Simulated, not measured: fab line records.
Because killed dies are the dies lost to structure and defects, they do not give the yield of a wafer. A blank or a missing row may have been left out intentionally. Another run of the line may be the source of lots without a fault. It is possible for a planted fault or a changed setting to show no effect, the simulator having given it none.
A lot that was struck, set against a sound lot :: flow sky130 :: 15 out of 708 route steps
Sound: the wafers L297.4, L297.5, L297.6. The struck wafers were L305.1, L305.5, L305.6. The cause is named last.
For every step that has rows: the tool of each side, followed by ch and its chambers, followed by its first start. Under that, the readings that differ: sound wafers :: struck wafers :: difference of the means :: sigmas: that difference in standard deviations of wafers without a fault.
alike: words and numbers the same on both sides, and readings whose means are apart by under 2 such deviations; not compared: readings that were withheld, readings missing a value for some wafer, numbers with overlapping values and no deviation given by the record, and bounds like >300 which may hide the same value.
The two part at a step that has a row with sigmas, a row that says differs or no value, or rows on one side only. Numbers that don't overlap but have no deviation are shown without sigmas and don't part them. A reading missing from all wafers of one side parts the sides only when that side holds two or more wafers.

first, 4 steps without rows for these wafers: SKY_DNWELL_EXPOSE_04 (exposes mask DNM, target cd 3000 nm); SKY_DNWELL_PEB_05; SKY_DNWELL_DEVELOP_06 (develop time 60 s); SKY_DNWELL_IMPLANT_07.
SKY_DNWELL_STRIP_08: strips in O2/N2.
  sound on plasma-asher-01 ch 0,1, day 4 18:18; struck on plasma-asher-01 ch 0,1, day 6 15:57
  alike: drypump-motor-current-A, oes-product-au, strip-time-to-endpoint-s
  not compared: rf-hours-counter-h
SKY_DNWELL_TW_MEAS_09:
  sound on film-metro-03, day 4 18:23; struck on film-metro-03, day 6 16:03
  alike: DNWELL_TW
then, 6 steps without rows for these wafers: SKY_PWDE_DEHYDRATE_00 (time 60 s); SKY_PWDE_HMDS_01 (prime time 60 s); SKY_PWDE_COAT_02 (resist thk 3000 nm); SKY_PWDE_SOFTBAKE_03; SKY_PWDE_EXPOSE_04 (exposes mask PWDEM, target cd 840 nm); SKY_PWDE_PEB_05.
SKY_PWDE_DEVELOP_06: develop time 60 s.
  sound on litho-track-01 ch 0, day 5 11:00; struck on litho-track-01 ch 0, day 7 11:00
SKY_PWDE_OVL_MEAS_07:
  sound on overlay-01, day 5 11:52; struck on overlay-01, day 7 11:23
reading: PWDE_OVL (nm)
sound: 0.9 1.1 0.9
struck: - - -
difference: no value on the struck wafers
sigmas: 
following that, these wafers have no rows for 1 step: SKY_PWDE_IMPLANT_08.

## WHERE THEY PART
SKY_PWDE_OVL_MEAS_07 only, going by this record.

WHY: what had been put in by the simulator
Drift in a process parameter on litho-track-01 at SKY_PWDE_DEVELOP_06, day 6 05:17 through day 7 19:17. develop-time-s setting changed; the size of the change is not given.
